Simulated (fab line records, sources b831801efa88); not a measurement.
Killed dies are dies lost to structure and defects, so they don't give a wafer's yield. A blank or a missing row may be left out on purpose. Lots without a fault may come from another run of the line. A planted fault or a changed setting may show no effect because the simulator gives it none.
One fault seen from 2 desks | flow sky130 | each desk has only its own numbers; what lay behind them comes last

THE METROLOGY DESK
What the gauges read, lot by lot, whatever tool the lot ran on: means of the sampled wafers that have a number. A lot is out of limits, marked OUT, if its mean lies more than 4 standard deviations from the usual mean; the brackets give that distance.
Columns: A = cd_nm at SKY_VIA2_CD_MEAS_12, usual 199.8 nm; B = CAPM_CVD_00_THK at SKY_CAPM_THK_MEAS_01, usual 15.59 nm
lot  | first seen here | A     | B
L960 | day 37 07:34    | 199.7 | 15.44
L959 | day 37 09:26    | 201.2 | 15.48
L962 | day 37 16:01    | 198.8 | 15.76
L961 | day 37 19:56    | 199.8 | 15.49
L966 | day 38 23:17    | 202.1 | 15.58
L967 | day 39 01:13    | 198.7 | 15.74
L968 | day 39 12:23    | 202.5 | 15.30
L970 | day 40 02:39    | 199.3 | 15.56
L975 | day 41 13:07    | 199.7 | 15.52
L976 | day 41 19:10    | 198.4 | 15.64
L977 | day 42 03:42    | 200.9 | 15.73
L979 | day 42 14:00    | 198.7 | 15.60
L980 | day 42 14:54    | 199.5 | 15.91
This desk's finding: nothing out of limits on any of the 13 lots.

THE TOOL OWNER'S DESK: cvd_w-02
The tool's own readings at SKY_VIA2_CVD_21 (deposits W, target thk 420 nm, time 126.4 s): means of the sampled wafers that have a number, for each lot that ran on this tool. A lot is out of limits, marked OUT, if its mean lies more than 4 standard deviations from the usual mean; the brackets give that distance.
Columns: A = heater_power_w at SKY_VIA2_CVD_21, usual 868 W; B = susceptor_temp_C at SKY_VIA2_CVD_21, usual 399.99 C
lot  | first seen here | A    | B
L961 | day 37 20:50    | 789  | 400.16
L966 | day 39 00:40    | 1026 | 399.97
L967 | day 39 02:14    | 1034 | 399.98
L968 | day 39 13:19    | 868  | 399.82
L970 | day 40 03:36    | 870  | 400.02
L975 | day 41 14:05    | 957  | 402.50 (+13) OUT
L976 | day 41 20:04    | 884  | 402.49 (+13) OUT
L977 | day 42 04:37    | 961  | 402.55 (+13) OUT
This desk's finding: out of limits on L975, L976, L977; first on L975, day 41 14:05 (susceptor_temp_C at SKY_VIA2_CVD_21). In limits: L961, L966, L967, L968, L970.

PUT TOGETHER
The tool owner's desk could have raised an alarm at day 41 14:05, on L975, L976, L977.
The metrology desk saw nothing out of limits.
The metrology desk has L975, L976, L977 on record, within its limits.
Of the lots named, all ran SKY_VIA2_CVD_21 on cvd_w-02.

WHAT THE SIMULATOR HAD PUT IN
Process parameter drift: cvd_w-02, from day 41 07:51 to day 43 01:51, at SKY_VIA2_CVD_21. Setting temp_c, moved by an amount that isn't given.
Lots struck among those shown: L975, L976, L977.
Hours from the fault's start to each desk's first reading out of limits: the tool owner's desk, 6.
